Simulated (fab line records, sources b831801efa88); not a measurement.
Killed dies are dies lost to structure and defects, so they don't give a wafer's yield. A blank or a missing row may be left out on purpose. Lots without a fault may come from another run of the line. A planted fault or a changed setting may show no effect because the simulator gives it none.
Which tool did it? | flow gf180mcu | 14 lots, 42 wafers sampled, at 5 steps of a route of 602

WHAT THE GAUGES READ, wafer by wafer
GF_V4_OVL_MEAS_15.
lot  | measured     | on         | V4_OVL (nm)
L567 | day 24 05:26 | overlay-01 | -1 2 4
L568 | day 24 15:55 | overlay-01 | 5 7 2
L570 | day 25 02:32 | overlay-02 | -9 -6 -11
L571 | day 25 19:48 | overlay-01 | -6 -5 -1
L572 | day 26 01:15 | overlay-01 | 2 -5 -6
L573 | day 26 11:11 | overlay-02 | -7 3 -5
L576 | day 27 14:48 | overlay-02 | -1 2 2
L577 | day 27 21:57 | overlay-02 | 1 3 4
L579 | day 28 11:13 | overlay-02 | -7 -5 -12
L581 | day 28 23:03 | overlay-02 | 0 -8 3
L583 | day 29 10:54 | overlay-01 | -4 4 4
L584 | day 29 16:18 | overlay-02 | 0 3 -2
L586 | day 30 08:11 | overlay-01 | 6 5 -1
L587 | day 30 14:05 | overlay-01 | -2 -10 0

GF_TOP_METAL_RS_MEAS_05: measures by four-point-probe.
lot  | measured     | on            | TOP_METAL_ALCU_RS (ohm/sq)
L567 | day 27 03:07 | film_metro-04 | 0.0325 0.0325 0.0324
L568 | day 27 11:50 | film_metro-03 | 0.0327 0.0329 0.0331
L570 | day 27 22:05 | film_metro-04 | 0.0331 0.0323 0.0328
L571 | day 28 14:55 | film_metro-03 | 0.0331 0.0330 0.0330
L572 | day 28 19:02 | film_metro-02 | 0.0326 0.0326 0.0324
L573 | day 29 07:53 | film_metro-03 | 0.0326 0.0330 0.0329
L576 | day 30 04:28 | film_metro-03 | 0.0333 0.0331 0.0327
L577 | day 30 11:09 | film_metro-03 | 0.0326 0.0327 0.0325
L579 | day 31 01:07 | film_metro-03 | 0.0329 0.0330 0.0329
L581 | day 31 11:51 | film_metro-03 | 0.0324 0.0326 0.0325
L583 | day 31 22:57 | film_metro-02 | 0.0323 0.0325 0.0325
L584 | day 32 02:39 | film_metro-03 | 0.0337 0.0333 0.0336
L586 | day 32 18:05 | film_metro-02 | 0.0328 0.0331 0.0330
L587 | day 32 21:54 | film_metro-03 | 0.0323 0.0323 0.0323

GF_PASSIVATION_THK_MEAS_01.
lot  | measured     | on            | PASSIVATION_CVD_00_THK (nm)
L567 | day 27 23:46 | film_metro-04 | 975 990 992
L568 | day 28 07:32 | film_metro-01 | 965 975 998
L570 | day 28 17:11 | film_metro-01 | 979 974 995
L571 | day 29 11:11 | film_metro-01 | 984 1009 998
L572 | day 29 15:15 | film_metro-02 | 983 982 1009
L573 | day 30 03:41 | film_metro-04 | 978 1017 992
L576 | day 30 23:23 | film_metro-02 | 984 1006 998
L577 | day 31 06:25 | film_metro-02 | 975 992 990
L579 | day 31 19:03 | film_metro-04 | 981 979 987
L581 | day 32 05:23 | film_metro-01 | 1228 989 995
L583 | day 32 17:11 | film_metro-04 | 1232 998 996
L584 | day 32 20:14 | film_metro-02 | 993 1025 1010
L586 | day 33 11:04 | film_metro-01 | 992 1040 995
L587 | day 33 15:08 | film_metro-01 | 999 1011 998

WHICH TOOL RAN EACH LOT (tool, then ch and the chambers of the sampled wafers, then the start)
lot  | GF_MIM_SPUTTER_02            | GF_PASSIVATION_CVD_00
L567 | pvd_sputter-02, day 24 06:58 | pecvd-03 ch 0,2, day 27 23:41
L568 | pvd_sputter-02, day 24 17:26 | pecvd-02 ch 1,2, day 28 07:27
L570 | pvd_sputter-02, day 25 04:04 | pecvd-02 ch 0,1,2, day 28 17:07
L571 | pvd_sputter-02, day 25 21:22 | pecvd-02 ch 1,2, day 29 11:06
L572 | pvd_sputter-02, day 26 02:47 | pecvd-02 ch 0,1, day 29 15:10
L573 | pvd_sputter-01, day 26 12:43 | pecvd-02 ch 1,2, day 30 03:36
L576 | pvd_sputter-03, day 27 16:20 | pecvd-03 ch 0,1,2, day 30 23:18
L577 | pvd_sputter-01, day 27 23:48 | pecvd-02 ch 0,2, day 31 06:14
L579 | pvd_sputter-01, day 28 14:13 | pecvd-04 ch 1,2, day 31 18:58
L581 | pvd_sputter-02, day 29 00:34 | pecvd-03 ch 0,1,2, day 32 05:18
L583 | pvd_sputter-01, day 29 12:29 | pecvd-03 ch 0,1,2, day 32 17:05
L584 | pvd_sputter-02, day 29 17:59 | pecvd-02 ch 0,2, day 32 20:08
L586 | pvd_sputter-02, day 30 09:44 | pecvd-02 ch 0,2, day 33 10:59
L587 | pvd_sputter-03, day 30 15:41 | pecvd-02 ch 1,2, day 33 15:04
- GF_MIM_SPUTTER_02: material AlCu, target thk 450 nm, time 23.9 s.
- GF_PASSIVATION_CVD_00: deposits SiO2 from TEOS, target thk 1000 nm, time 111.95 s.

WHAT THE TOOLS THEMSELVES READ (means of the sampled wafers that have a number; where no wafer has one, the mark that the record gives instead)
GF_MIM_SPUTTER_02.
lot  | tool           | throttle_valve_pct (%)
L567 | pvd_sputter-02 | 31.6
L568 | pvd_sputter-02 | 31.8
L570 | pvd_sputter-02 | 31.0
L571 | pvd_sputter-02 | 30.4
L572 | pvd_sputter-02 | 31.5
L573 | pvd_sputter-01 | 30.1
L576 | pvd_sputter-03 | 29.3
L577 | pvd_sputter-01 | 29.9
L579 | pvd_sputter-01 | 30.0
L581 | pvd_sputter-02 | 31.0
L583 | pvd_sputter-01 | 29.8
L584 | pvd_sputter-02 | 31.3
L586 | pvd_sputter-02 | 31.6
L587 | pvd_sputter-03 | 29.3

GF_PASSIVATION_CVD_00.
lot  | tool     | heater_power_outer_w (W) | heater_power_w (W) | run_length_s (s)
L567 | pecvd-03 | 405                      | 662                | 140.3
L568 | pecvd-02 | 393                      | 673                | 139.4
L570 | pecvd-02 | 369                      | 656                | 139.3
L571 | pecvd-02 | 374                      | 656                | 139.4
L572 | pecvd-02 | 365                      | 680                | 139.4
L573 | pecvd-02 | 397                      | 698                | 139.3
L576 | pecvd-03 | 396                      | 673                | 140.2
L577 | pecvd-02 | 320                      | 579                | 139.9
L579 | pecvd-04 | 354                      | 630                | 139.7
L581 | pecvd-03 | 361                      | 620                | 149.0
L583 | pecvd-03 | 387                      | 645                | 149.1
L584 | pecvd-02 | 333                      | 596                | 140.1
L586 | pecvd-02 | 314                      | 581                | 139.7
L587 | pecvd-02 | 342                      | 620                | 139.6

THE ANSWER, worked out from the rows above alone
Rule: what is usual is taken from the lots themselves. Put in order of their means at a reading, lots are off if they are a third of the lots or fewer, leave a main group of 4 or more, and stand apart from it by a gap of 3 or more times the standard deviation of the main group's means; of several such gaps the widest counts. A main group whose means are all the same, to the digits that the tables above print for the reading, isn't used. A lot without any number at a reading at which 4 lots or more have one is off too. The other lots that the step has rows for count as sound. The gauges are gone through in route order, then the tools' own readings, and for those a lot's mean is taken as printed above. The first step at which some lot is off is used, and at that step the reading that is off furthest; a lot without a number counts as furthest.
Off: L581, L583, at GF_PASSIVATION_THK_MEAS_01 (PASSIVATION_CVD_00_THK). The main group: mean 993 nm, standard deviation 9.9.
A tool fits if, at a process step before that reading, it ran every lot that is off, and no sound lot after the first of them. The gauges at GF_PASSIVATION_THK_MEAS_01 aren't tried: what is off there is off at GF_PASSIVATION_CVD_00 too, on other tools, and a gauge's error can't cause that. One fits: pecvd-03 at GF_PASSIVATION_CVD_00. Its last sound lot is L576 (day 30 23:18), its first lot that is off L581 (day 32 05:18): a fault that began between those two fits.
The tool's own readings at GF_PASSIVATION_CVD_00 bear it out: on the lots that are off they differ by more than 5 times the standard deviation of the sound lots' means. run_length_s reads 149.1 s there against 139.7 s on the sound lots.

WHAT THE SIMULATOR HAD PUT IN
Process parameter drift: pecvd-03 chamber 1, from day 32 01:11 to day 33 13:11, at GF_PASSIVATION_CVD_00. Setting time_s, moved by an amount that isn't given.
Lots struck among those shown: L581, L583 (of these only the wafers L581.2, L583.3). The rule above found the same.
